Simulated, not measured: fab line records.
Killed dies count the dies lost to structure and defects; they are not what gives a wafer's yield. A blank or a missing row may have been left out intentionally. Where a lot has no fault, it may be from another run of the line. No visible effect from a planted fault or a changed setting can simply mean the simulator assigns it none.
fab line records	flow sky130	part 2 of 2: steps 43 to 43 of 43
[record] lots = 6	wafers = 18	last_day = 50
route steps=708 shown VIA2@525 METAL3@532 CAPM@537 PAD_OPEN@708
lots that met no fault: taken from a fault-free run of the same line
start_h: the number of hours between the record's first day and the start of the first shown wafer of the lot	wait_h: hours since the lot's step before	" as in the row above	L1.1+2: a row that stands for several wafers	- either no value or no given start	* or withheld: withheld	< > ~ a bound
route shown NAME@n: NAME is a module with steps in the file, n the number in the route of the first one	usual: mean and standard deviation over wafers with no fault	same: alike in all rows	chamber/n: place in a boat	sites: readings site by site	_std_site: standard deviation across them	_edge_site: inner sites' mean taken away from outer sites' mean	radius_mm: how far each site lies from the wafer's centre	mask NAME#n: copy n	behind: the last tool/chamber to shape the wafer	hold: why the lot was held/for how many hours/how that ended	device: names the non-switching transistor (n, p or np)	end of line: tests run on the same wafers once the route is complete	step lacking rows: just its recipe	killed: dies that structure and defects cost at the first sort, which is not the same as the wafer's yield	map: per-die view of a wafer (x killed, . not killed, _ where there is no die)
set.NAME: the setting as run; set.NAME@STEP: as run at that earlier step	model.NAME: the simulator's own value behind a step, which no gauge read
lots at some steps of the route; a table a step, a row a wafer
services: when a tool's chamber went out of use (start_h, in hours from the record's first day, below 0 if earlier), for how many hours, and the reason
[[steps]]
[step SKY_PAD_OPEN_PROBE_99]
[usual] defect_limited_yield = 82.4/1.8	killed_at_M0_to_M3 = 44/6.3	killed_at_M4_up = 3.1/1.8	killed_at_contacts = 25/5.1	killed_at_front_end = 15/4.1	killed_at_other = 0.3/0.71	killed_dies = 87/8.8	killed_on_rim = 17/3.7	killed_open = 47/6.8	killed_short = 40/6.7	sort_bin_3_pad_short = 0.9/0.39	sort_bin_5_function = 10.4/1.5	sort_bin_6_memory = 6.4/1.1	sort_n_pass = 405/8.8	sort_yield_pct = 82.4/1.8
[same] gross_dies = 492	killed_at_back_side = 0	sort_bin_4_leakage[%] = 0	sort_bin_8_speed[%] = 0
lot.wafer	tool	chamber	start_h	wait_h	hold	defect_limited_yield[%]	killed_at_M0_to_M3	killed_at_M4_up	killed_at_contacts	killed_at_front_end	killed_at_other	killed_dies	killed_on_rim	killed_open	killed_short	sort_bin_3_pad_short[%]	sort_bin_5_function[%]	sort_bin_6_memory[%]	sort_n_pass	sort_yield_pct[%]	model.etest.tester.sort_n_pass	model.etest.tester.sort_yield_pct	model.etest.tester.sort_bin_5_pct	model.etest.tester.sort_bin_3_pct
L729.2	prober-02	-	1088.17	0.1	-	81.3	46	2	26	18	0	92	16	50	42	0.4	12.0	6.3	400	81.3	400	81.3	11.99	0.4065
L729.3	prober-02	-	1088.22	0.2	-	83.5	36	6	22	16	1	81	14	43	38	1.0	9.3	6.1	411	83.5	411	83.54	9.35	1.016
L729.5	prober-02	-	1088.32	0.2	-	82.9	47	4	21	10	2	84	18	35	49	1.4	10.2	5.5	408	82.9	408	82.93	10.16	1.423
L733.1	prober-02	-	1110.34	0.1	-	82.5	41	5	28	12	0	86	16	41	45	0.8	10.2	6.5	406	82.5	406	82.52	10.16	0.813
L733.2	prober-02	-	1110.39	0.1	-	80.1	55	3	23	16	1	98	22	55	43	0.8	11.8	7.3	394	80.1	394	80.08	11.79	0.813
L733.4	prober-02	-	1110.49	0.2	-	82.1	52	0	21	14	1	88	15	50	38	0	10.4	7.5	404	82.1	404	82.11	10.37	0
L737.2	prober-01	-	1136.70	0.1	-	81.3	46	2	23	21	0	92	25	51	41	1.2	11.2	6.3	400	81.3	400	81.3	11.18	1.22
L737.3	prober-01	-	1136.75	0.2	-	82.1	40	3	21	24	0	88	13	37	51	0.4	11.2	6.3	404	82.1	404	82.11	11.18	0.4065
L737.6	prober-01	-	1136.90	0.2	-	79.3	49	8	30	15	0	102	18	53	49	0.8	12.0	7.9	390	79.3	390	79.27	11.99	0.813
L741.1	prober-02	-	1154.85	0.1	-	80.7	51	3	25	16	0	95	16	47	48	1.0	12.6	5.7	397	80.7	397	80.69	12.6	1.016
L741.2	prober-02	-	1154.90	0.1	-	81.7	46	3	26	15	0	90	17	56	34	1.0	12.0	5.3	402	81.7	402	81.71	11.99	1.016
L741.3	prober-02	-	1154.95	0.2	-	82.1	49	2	20	17	0	88	19	44	44	1.4	9.6	6.9	404	82.1	404	82.11	9.553	1.423
L747.2	prober-02	-	1186.10	0.1	await_dispo/4.4h/release	76.8	34	0	23	20	37	114	23	35	42	3.5	12.4	7.3	378	76.8	378	76.83	12.4	3.455
L747.4	prober-02	-	1186.20	0.2	await_dispo/4.4h/release	74.6	34	5	28	22	36	125	28	51	38	2.8	14.4	8.1	367	74.6	367	74.59	14.43	2.846
L747.6	prober-02	-	1186.30	0.2	await_dispo/4.4h/release	75.2	40	1	25	14	42	122	28	49	32	3.9	13.8	7.1	370	75.2	370	75.2	13.82	3.862
L750.3	prober-01	-	1197.61	0.2	await_dispo/2.6h/release	76.2	37	2	24	18	36	117	26	51	30	3.5	14.6	5.7	375	76.2	375	76.22	14.63	3.455
L750.5	prober-01	-	1197.71	0.2	await_dispo/2.6h/release	75.4	42	4	24	11	40	121	28	42	40	3.7	14.0	6.9	371	75.4	371	75.41	14.02	3.659
L750.6	prober-01	-	1197.76	0.2	await_dispo/2.6h/release	80.7	38	1	32	24	0	95	23	49	46	1.6	8.7	8.9	397	80.7	397	80.69	8.74	1.626
// killed by level:class
L729.2 VIA1:geometric_particle:open=12 LI_CONTACT:geometric_particle:open=8 VIA3:geometric_particle:open=7 FIELD_ISO:geometric_particle:short=6 CONTACT:geometric_particle:open=6 VIA1:geometric_particle:short=6 FIELD_ISO:geometric_particle:open=5 LOCAL_INTERCONNECT:geometric_particle:short=5
L729.3 VIA1:geometric_particle:open=10 CONTACT:geometric_particle:short=6 CONTACT:geometric_particle:open=6 METAL4:geometric_particle:short=6 POLY_GATE:geometric_particle:short=5 VIA2:geometric_particle:open=5 VIA3:geometric_particle:open=5 LI_CONTACT:geometric_particle:open=4
L729.5 VIA1:geometric_particle:short=13 VIA1:geometric_particle:open=8 LI_CONTACT:geometric_particle:open=6 VIA2:geometric_particle:open=6 VIA3:geometric_particle:open=5 METAL2:geometric_particle:short=5 CONTACT:geometric_particle:short=5 CONTACT:geometric_particle:open=5
L733.1 CONTACT:geometric_particle:open=11 VIA1:geometric_particle:open=11 METAL1:geometric_particle:short=6 LOCAL_INTERCONNECT:geometric_particle:short=5 VIA2:geometric_particle:open=5 CONTACT:geometric_particle:short=5 VIA1:geometric_particle:short=5 LI_CONTACT:geometric_particle:short=4
L733.2 VIA1:geometric_particle:open=16 CONTACT:geometric_particle:open=10 VIA3:geometric_particle:open=7 METAL2:geometric_particle:short=7 VIA1:geometric_particle:short=6 VIA2:geometric_particle:open=5 VIA2:geometric_particle:short=5 FIELD_ISO:geometric_particle:open=4
L733.4 VIA1:geometric_particle:open=16 LI_CONTACT:geometric_particle:open=11 VIA1:geometric_particle:short=11 VIA3:geometric_particle:open=6 FIELD_ISO:geometric_particle:short=5 CONTACT:geometric_particle:open=5 METAL2:geometric_particle:short=5 METAL1:geometric_particle:short=5
L737.2 VIA2:geometric_particle:open=11 VIA1:geometric_particle:open=8 FIELD_ISO:geometric_particle:open=7 LI_CONTACT:geometric_particle:open=6 LOCAL_INTERCONNECT:geometric_particle:short=6 FIELD_ISO:geometric_particle:short=5 CONTACT:geometric_particle:open=5 METAL2:geometric_particle:short=5
L737.3 POLY_GATE:geometric_particle:short=8 METAL1:geometric_particle:short=8 VIA2:geometric_particle:open=8 LOCAL_INTERCONNECT:geometric_particle:short=6 CONTACT:geometric_particle:short=5 VIA1:geometric_particle:open=5 VIA1:geometric_particle:short=5 FIELD_ISO:geometric_particle:open=4
L737.6 CONTACT:geometric_particle:open=13 METAL2:geometric_particle:short=9 VIA1:geometric_particle:open=8 VIA2:geometric_particle:open=7 POLY_GATE:geometric_particle:open=6 LI_CONTACT:geometric_particle:open=6 CONTACT:geometric_particle:short=5 LOCAL_INTERCONNECT:geometric_particle:short=5
L741.1 VIA1:geometric_particle:open=15 VIA1:geometric_particle:short=10 LI_CONTACT:geometric_particle:open=9 POLY_GATE:geometric_particle:short=8 CONTACT:geometric_particle:open=7 METAL1:geometric_particle:short=6 VIA2:geometric_particle:open=6 FIELD_ISO:geometric_particle:short=4
L741.2 VIA1:geometric_particle:open=12 CONTACT:geometric_particle:open=11 LI_CONTACT:geometric_particle:open=9 METAL2:geometric_particle:short=9 VIA3:geometric_particle:open=9 METAL1:geometric_particle:short=6 FIELD_ISO:geometric_particle:open=5 LOCAL_INTERCONNECT:geometric_particle:short=5
L741.3 VIA1:geometric_particle:open=11 FIELD_ISO:geometric_particle:short=7 METAL2:geometric_particle:short=7 VIA2:geometric_particle:open=6 VIA3:geometric_particle:open=6 LI_CONTACT:geometric_particle:open=5 LI_CONTACT:geometric_particle:short=4 LOCAL_INTERCONNECT:geometric_particle:short=4
L747.2 CAPM:unspecified=37 POLY_GATE:geometric_particle:short=7 CONTACT:geometric_particle:open=7 POLY_GATE:geometric_particle:open=6 LI_CONTACT:geometric_particle:short=6 METAL2:geometric_particle:short=6 VIA3:geometric_particle:open=5 LI_CONTACT:geometric_particle:open=4
L747.4 CAPM:unspecified=36 CONTACT:geometric_particle:open=13 POLY_GATE:geometric_particle:open=8 LI_CONTACT:geometric_particle:open=7 VIA1:geometric_particle:open=7 POLY_GATE:geometric_particle:short=6 VIA2:geometric_particle:open=5 METAL3:geometric_particle:short=4
L747.6 CAPM:unspecified=40 CONTACT:geometric_particle:open=11 LI_CONTACT:geometric_particle:open=9 VIA1:geometric_particle:open=9 VIA2:geometric_particle:open=6 VIA3:geometric_particle:open=5 METAL2:geometric_particle:short=5 FIELD_ISO:geometric_particle:short=4
L750.3 CAPM:unspecified=36 VIA1:geometric_particle:open=13 LI_CONTACT:geometric_particle:open=7 CONTACT:geometric_particle:short=6 VIA2:geometric_particle:open=6 CONTACT:geometric_particle:open=5 VIA3:geometric_particle:open=5 FIELD_ISO:geometric_particle:short=4
L750.5 CAPM:unspecified=37 VIA1:geometric_particle:open=14 CONTACT:geometric_particle:open=9 VIA2:geometric_particle:open=8 CONTACT:geometric_particle:short=6 METAL1:geometric_particle:short=5 POLY_GATE:geometric_particle:short=4 LI_CONTACT:geometric_particle:open=4
L750.6 LOCAL_INTERCONNECT:geometric_particle:short=13 VIA1:geometric_particle:open=11 FIELD_ISO:geometric_particle:short=7 POLY_GATE:geometric_particle:open=6 LI_CONTACT:geometric_particle:open=6 CONTACT:geometric_particle:open=6 FIELD_ISO:geometric_particle:open=5 CONTACT:geometric_particle:short=5
// map L747.4 (x killed, . not)
__________...x......_________
________.x.xx....x...._______
______..x............x.x_____
_____.......x.....x..x...____
____..x..........xx..x..xx___
___x....x..xxx..x..x......x__
__...........x.............._
_..x.....x......x............
_........x.x........x.......x
_........x...x.............x.
_........x........x..........
_.x.....xx...x..xx......x..x.
_....x..xx......x........xx..
_...x.x.......x......xx.....x
_.....x..x.....x.xx......x...
__....xx......xx.x.........._
___..xxxxxxx.x.xx......x...__
____xxxxxxxxxx......x.x...___
_____xxxxxxx.x........x..____
______xxxxxxxxx...xxx.x._____
________xxxxx........._______
__________xxxxx....x_________
// map L750.5 (x killed, . not)
__________.....x.x.x_________
________......xx......_______
______x..xxx....x....x.x_____
_____...x......x....x.x..____
____.x.x....x.............___
___x...x............x......__
__.xx............x....x....._
_..x..x...xx.....x...xx..x...
_............................
_....x..x...x..........xxxx.x
_...x..x...x...x.............
_.....x.....x.x..x.......x...
_....................x..x....
_.......x.x...x..x.x.......x.
_......x.....x.......x..x..x.
__....x....xx...x.x...xxx.xx_
___.....xxxxx....x.........__
____...xxxxxx......xx.....___
_____xxxxxxxxx.......x...____
______xxxxxxxxx..x......_____
________xxxxxx.......x_______
__________xxx.x..x.x_________
[[services]]
tool	chamber	start_h	hours	kind
plasma_asher-04	-	868.70	3.2	repair
pvd_sputter-02	-	872.50	2.2	repair
plasma_asher-02	-	888.71	0.5	repair
plasma_asher-04	-	904.56	2.8	pm
rie_metal-03	1	909.23	-	clean
rie_metal-03	1	909.23	18.8	scheduled_down
rie_metal-03	1	909.23	18.8	vent_cycle
pvd_sputter-03	-	910.80	4.8	repair
pvd_sputter-02	-	911.97	3.1	repair
pvd_sputter-02	-	924.66	0.9	repair
plasma_asher-03	-	926.67	0.9	repair
plasma_asher-04	-	942.30	8.1	repair
pvd_sputter-03	1	946.64	-	consumable_replace:kit
pvd_sputter-03	1	946.64	18.0	scheduled_down
pecvd-04	-	953.01	0.3	repair
plasma_asher-03	-	959.34	0.5	repair
rie_metal-02	-	990.33	2.1	repair
pecvd-01	1	992.85	19.9	repair
plasma_asher-02	-	1006.36	1.4	repair
pvd_sputter-04	-	1009.33	5.6	repair
pecvd-01	2	1038.75	16.6	repair
rie_metal-03	0	1053.22	-	clean
rie_metal-03	0	1053.22	16.4	scheduled_down
rie_metal-03	0	1053.22	16.4	vent_cycle
[[key]]
[first_sign] step = SKY_PAD_OPEN_PROBE_99	reading = killed_at_other	direction = up	sigmas = 38	usual = 0.3	struck = 38.2
[effect] step = SKY_PAD_OPEN_PROBE_99	reading = sort_bin_3_pad_short	direction = up	sigmas = 6.7	usual = 0.9	struck = 3.5
[model_effect] step = SKY_PAD_OPEN_PROBE_99	value = etest.tester.sort_n_pass	without = 404.6	struck = 372.2
met_at SKY_CAPM_CVD_00
struck_wafers L747.2,L747.4,L747.6,L750.3,L750.5
onset_between 866.80 990.55
[fault] kind = chamber_particle_source	tool = pecvd-02	chamber = 0	onset_h = 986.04	steps = SKY_CAPM_CVD_00	rate_per_visit_cm2 = 1.4696	end_h = 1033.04
